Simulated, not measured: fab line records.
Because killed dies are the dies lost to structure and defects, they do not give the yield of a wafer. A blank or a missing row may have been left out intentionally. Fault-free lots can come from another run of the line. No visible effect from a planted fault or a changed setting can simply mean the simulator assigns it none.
Which tool was responsible? ; flow sky130 ; 30 wafers from 10 lots sampled at 2 of the route's 708 steps

== WHAT THE GAUGES READ, wafer by wafer ==
SKY_METAL2_OVL_MEAS_16. Usual: METAL2_OVL 1 nm, standard deviation 5.2.
lot;measured;on;METAL2_OVL (nm);flag
L220;day 35 23:34;overlay-01;0 -1 -8;
L222;day 37 00:08;overlay-02;7 -3 0;
L223;day 37 00:24;overlay-02;2 -10 3;
L224;day 37 10:56;overlay-02;4 -2 -10;
L227;day 39 00:41;overlay-02;-1 11 9;
L233;day 40 03:38;overlay-02;-2 2 8;
L234;day 40 13:37;overlay-01;7 2 2;
L237;day 41 03:32;overlay-02;2 4 -1;
L238;day 41 09:11;overlay-02;1 7 5;
L241;day 42 10:49;overlay-01;6 6 8;

== WHAT TOOL EACH LOT RAN ON (gives the tool, then ch and the chambers of the sampled wafers, and finally the start) ==
lot;SKY_VIA1_CVD_21
L220;cvd w-02 ch 0, day 34 20:04
L222;cvd w-02 ch 0,1, day 35 20:41
L223;cvd w-01 ch 0,1, day 35 21:00
L224;cvd w-01 ch 0,1, day 36 08:02
L227;cvd w-01 ch 0,1, day 37 22:20
L233;cvd w-01 ch 0,1, day 39 01:22
L234;cvd w-02 ch 0,1, day 39 11:11
L237;cvd w-01 ch 0,1, day 40 02:35
L238;cvd w-01 ch 0,1, day 40 09:07
L241;cvd w-02 ch 0,1, day 41 09:43
- SKY_VIA1_CVD_21: deposits W, target thk 270 nm, time 80.902 s.

== AS READ BY THE TOOLS THEMSELVES (means over the sampled wafers that have a number; for cases with no such wafer, the mark the record gives instead) ==
SKY_VIA1_CVD_21. Usual: heater power w 970 W, standard deviation 41.
lot;tool;heater power w (W);flag
L220;cvd w-02;1045;
L222;cvd w-02;954;
L223;cvd w-01;959;
L224;cvd w-01;997;
L227;cvd w-01;995;
L233;cvd w-01;990;
L234;cvd w-02;950;
L237;cvd w-01;993;
L238;cvd w-01;984;
L241;cvd w-02;926;

== THE ANSWER, worked out from the rows above alone ==
Rule: take the mean of a lot's wafers that have a number; if it is more than 3 standard deviations from the usual mean, the lot is off. A lot without any number at a reading at which 4 lots or more have one is off too. Where the step has rows for the other lots, those lots are counted as sound. The gauges are gone through in route order, then the tools' own readings, and for those a lot's mean is taken as printed above. At the first step where some lot is off, the reading lying furthest off is the one used; lots without a number count as furthest.
No lot is off at any reading shown: from this, nothing can be told.

== WHAT THE SIMULATOR HAD PUT IN ==
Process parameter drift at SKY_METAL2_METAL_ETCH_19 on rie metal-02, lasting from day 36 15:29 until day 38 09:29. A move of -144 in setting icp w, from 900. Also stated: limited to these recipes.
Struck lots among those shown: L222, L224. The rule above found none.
